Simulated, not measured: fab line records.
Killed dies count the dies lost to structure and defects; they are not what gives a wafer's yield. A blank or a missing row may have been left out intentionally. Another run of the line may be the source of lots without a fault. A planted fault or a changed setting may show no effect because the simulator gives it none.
What tool caused it? ; flow gf180mcu ; 14 lots, 42 wafers sampled, at 2 steps of a route of 602

WHAT EACH GAUGE READ, for each wafer
GF_V4_RS_MEAS_24: the measuring method here is four-point-probe. Usual: V4_W_RS typically reads 0.325 ohm/sq, with standard deviation 0.0072.
lot;measured;on;V4_W_RS (ohm/sq);flag
L314;day 24 09:49;film_metro-04;0.325 0.324 0.324;
L315;day 24 16:31;film_metro-01;0.326 0.314 0.313;
L316;day 24 22:59;film_metro-01;0.330 0.338 0.337;
L317;day 25 12:22;film_metro-03;0.328 0.325 0.327;
L318;day 25 20:01;film_metro-03;0.321 0.323 0.318;
L319;day 26 04:58;film_metro-01;0.325 0.317 0.327;
L321;day 26 16:07;film_metro-01;0.314 0.322 0.318;
L328;day 28 22:10;film_metro-04;0.334 0.327 0.332;
L330;day 29 11:32;film_metro-01;0.313 0.321 0.316;
L332;day 30 01:07;film_metro-04;0.334 0.330 0.329;
L334;day 30 20:45;film_metro-01;0.329 0.329 0.327;
L335;day 31 00:19;film_metro-04;0.331 0.335 0.328;
L336;day 31 10:19;film_metro-04;0.332 0.330 0.329;
L337;day 31 10:48;film_metro-03;0.332 0.332 0.332;

TOOL THAT RAN EACH LOT (tool first, then ch and the chambers of the sampled wafers, then the start)
lot;GF_HV_LDD_DEVELOP_18
L314;litho_track-01 ch 0, day 10 20:10
L315;litho_track-02 ch 0, day 11 01:59
L316;litho_track-02 ch 0, day 11 08:41
L317;litho_track-02 ch 0, day 11 20:10
L318;litho_track-01 ch 0, day 12 01:46
L319;litho_track-02 ch 0, day 12 09:35
L321;litho_track-01 ch 0, day 12 21:37
L328;litho_track-04 ch 0, day 15 03:02
L330;litho_track-04 ch 0, day 15 21:03
L332;litho_track-02 ch 0, day 16 10:50
L334;litho_track-04 ch 0, day 17 11:08
L335;litho_track-04 ch 0, day 17 16:30
L336;litho_track-04 ch 0, day 18 01:44
L337;litho_track-02 ch 0, day 18 01:44
- GF_HV_LDD_DEVELOP_18: develop time 60 s.

AS READ BY THE TOOLS THEMSELVES (means over the sampled wafers that have a number; for cases with no such wafer, the mark the record gives instead)
GF_HV_LDD_DEVELOP_18. Usual: 44.8 Pa for exhaust_pa, sd 0.96.
lot;tool;exhaust_pa (Pa);flag
L314;litho_track-01;45.0;
L315;litho_track-02;45.5;
L316;litho_track-02;44.4;
L317;litho_track-02;45.7;
L318;litho_track-01;44.2;
L319;litho_track-02;44.8;
L321;litho_track-01;44.5;
L328;litho_track-04;44.0;
L330;litho_track-04;45.0;
L332;litho_track-02;44.7;
L334;litho_track-04;42.7;
L335;litho_track-04;45.7;
L336;litho_track-04;46.1;
L337;litho_track-02;45.7;

THE ANSWER, worked out from the rows above alone
Rule: lot off if the mean of its wafers having a number is beyond 3 standard deviations from the usual mean. A lot without any number at a reading at which 4 lots or more have one is off too. The other lots that the step has rows for count as sound. Order of review: gauges by route order, followed by the tools' own readings, for which a lot's mean as printed above is used. At the first step where some lot is off, the reading lying furthest off is the one used; lots without a number count as furthest.
Nothing can be told from this: no lot is off at any reading shown.

WHAT THE SIMULATOR HAD INSERTED
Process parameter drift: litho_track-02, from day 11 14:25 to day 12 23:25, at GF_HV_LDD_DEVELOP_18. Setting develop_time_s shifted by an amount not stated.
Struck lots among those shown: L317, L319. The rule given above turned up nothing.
